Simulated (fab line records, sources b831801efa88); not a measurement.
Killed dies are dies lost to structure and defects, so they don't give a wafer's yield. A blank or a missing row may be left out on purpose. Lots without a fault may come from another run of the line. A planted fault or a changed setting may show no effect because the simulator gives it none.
A struck lot beside a sound one | flow sfq_line | 20 steps out of a route of 325
Sound: wafers L160.3, L160.4, L160.5. Struck: wafer L161.3. (L161.2 of the same lot was not struck and is left out.) The cause comes at the end.
At each step with rows: each side's tool, then ch and its chambers, then its first start. Under that, the readings that differ: sound wafers | struck wafers | difference of the means | sigmas: that difference in standard deviations of wafers without a fault.
alike: readings whose means differ by less than 2 such deviations, and words and numbers that are the same on both sides. not compared: withheld readings, readings that some wafer has no value for, bounds like >300 that may hide the same value, and numbers for which the record gives no deviation and whose values overlap.
The two part at a step that has a row with sigmas, a row that says differs or no value, or rows on one side only. Numbers that don't overlap but have no deviation are shown without sigmas and don't part them. A reading that every wafer of one side lacks parts them only if that side has two wafers or more.

first, 5 steps without rows for these wafers: SFQ_TRILAYER_R5_LITHO_COAT_136 (resist thk 600 nm); SFQ_TRILAYER_R5_LITHO_SOFTBAKE_140; SFQ_TRILAYER_R5_LITHO_EXPOSE_137 (exposes mask R5, target cd 500 nm); SFQ_TRILAYER_R5_LITHO_PEB_139 (peb time 60 s); SFQ_TRILAYER_R5_LITHO_DEVELOP_138 (time 60 s).
SFQ_R5_OVL_MEAS_935:
  sound on overlay-02, day 60 14:08; struck on overlay-02, day 60 16:31
  alike: R5_OVL
SFQ_TRILAYER_R5_BARC_OPEN_METAL_ETCH_177: etches BARC in O2, target depth 125 nm, time 41.7 s.
  sound on rie_metal-04 ch 0,1, day 60 14:10; struck on rie_metal-04 ch 0, day 60 16:33
  alike: drypump_motor_current_A, oes_product_au
  not compared: rf_hours_counter_h
SFQ_TRILAYER_R5_ETCH_METAL_ETCH_139: etches the open film in Cl2, stops on SiO2, target depth 60 nm, time 40 s.
  sound on rie_metal-04 ch 0,1, day 60 14:14; struck on rie_metal-04 ch 0, day 60 16:37
  reading               | sound             | struck | difference | sigmas
  oes_product_au (a.u.) | 0.992 0.993 1.005 | 0.985  | -0.012     | -2
  alike: drypump_motor_current_A
  not compared: rf_hours_counter_h
SFQ_TRILAYER_R5_STRIP_STRIP_140: strips in O2.
  sound on rie_metal-04 ch 0,1, day 60 14:28; struck on rie_metal-04 ch 0, day 60 16:40
  alike: drypump_motor_current_A, oes_product_au
  not compared: rf_hours_counter_h
then, 1 step without rows for these wafers: SFQ_TRILAYER_R5_STRIP_SOLV_CLEAN_141 (cleans in NMP, time 600 s).
SFQ_TRILAYER_A5C_DEP_PECVD_142: deposits SiO2 from SiH4/N2O, time 15.556 s, target thk 70 nm.
  sound on pecvd-01 ch 0,1,2, day 60 15:04; struck on pecvd-02 ch 1, day 60 17:28
  alike: heater_power_w, throttle_valve_pct
then, 1 step without rows for these wafers: SFQ_TRILAYER_I5_LITHO_COAT_149 (resist thk 62 nm).
SFQ_TRILAYER_I5_LITHO_COAT_144: resist thk 650 nm.
  sound on litho_track-01 ch 0, day 60 15:43; struck on litho_track-03 ch 0, day 60 17:50
  reading                                             | sound             | struck | difference | sigmas
  exhaust_pa (Pa)                                     | 45.7 44.1 43.7    | 46.5   | +2.0       | +2
  model.KrF_of_TRILAYER_I5_LITHO_COAT_144.thk_nm (nm) | 649.3 650.2 649.7 | 616.5  | -33.2      |
then, 4 steps without rows for these wafers: SFQ_TRILAYER_I5_LITHO_SOFTBAKE_148; SFQ_TRILAYER_I5_LITHO_EXPOSE_145 (exposes mask I5, target cd 700 nm); SFQ_TRILAYER_I5_LITHO_PEB_147 (peb time 60 s); SFQ_TRILAYER_I5_LITHO_DEVELOP_146 (time 60 s).
SFQ_I5_OVL_MEAS_936:
  sound on overlay-02, day 61 15:20; struck on overlay-02, day 61 17:43
  alike: I5_OVL
SFQ_TRILAYER_I5_BARC_OPEN_VIA_ETCH_200: etches BARC in O2, target depth 125 nm, time 41.7 s.
  sound on rie_diel-03 ch 0,3, day 61 15:21; struck on rie_diel-04 ch 2, day 61 17:45
  reading                                             | sound             | struck | difference | sigmas
  model.KrF_of_TRILAYER_I5_LITHO_COAT_144.thk_nm (nm) | 572.6 573.1 572.2 | 539.2  | -33.4      |
  alike: drypump_motor_current_A, oes_product_au
  not compared: rf_hours_counter_h
SFQ_TRILAYER_I5_ETCH_VIA_ETCH_147: etches the open film in CHF3, stops on Nb, target depth 360 nm.
  sound on rie_diel-03 ch 0,3, day 61 15:23; struck on rie_diel-04 ch 2, day 61 17:47
  alike: drypump_motor_current_A, oes_product_au

WHERE THEY PART
First at SFQ_TRILAYER_R5_ETCH_METAL_ETCH_139; last, within this record, at SFQ_TRILAYER_I5_LITHO_COAT_144. Later steps at which nothing parts them and some readings are alike: SFQ_I5_OVL_MEAS_936, SFQ_TRILAYER_I5_BARC_OPEN_VIA_ETCH_200, SFQ_TRILAYER_I5_ETCH_VIA_ETCH_147.

WHY: what the simulator had put in
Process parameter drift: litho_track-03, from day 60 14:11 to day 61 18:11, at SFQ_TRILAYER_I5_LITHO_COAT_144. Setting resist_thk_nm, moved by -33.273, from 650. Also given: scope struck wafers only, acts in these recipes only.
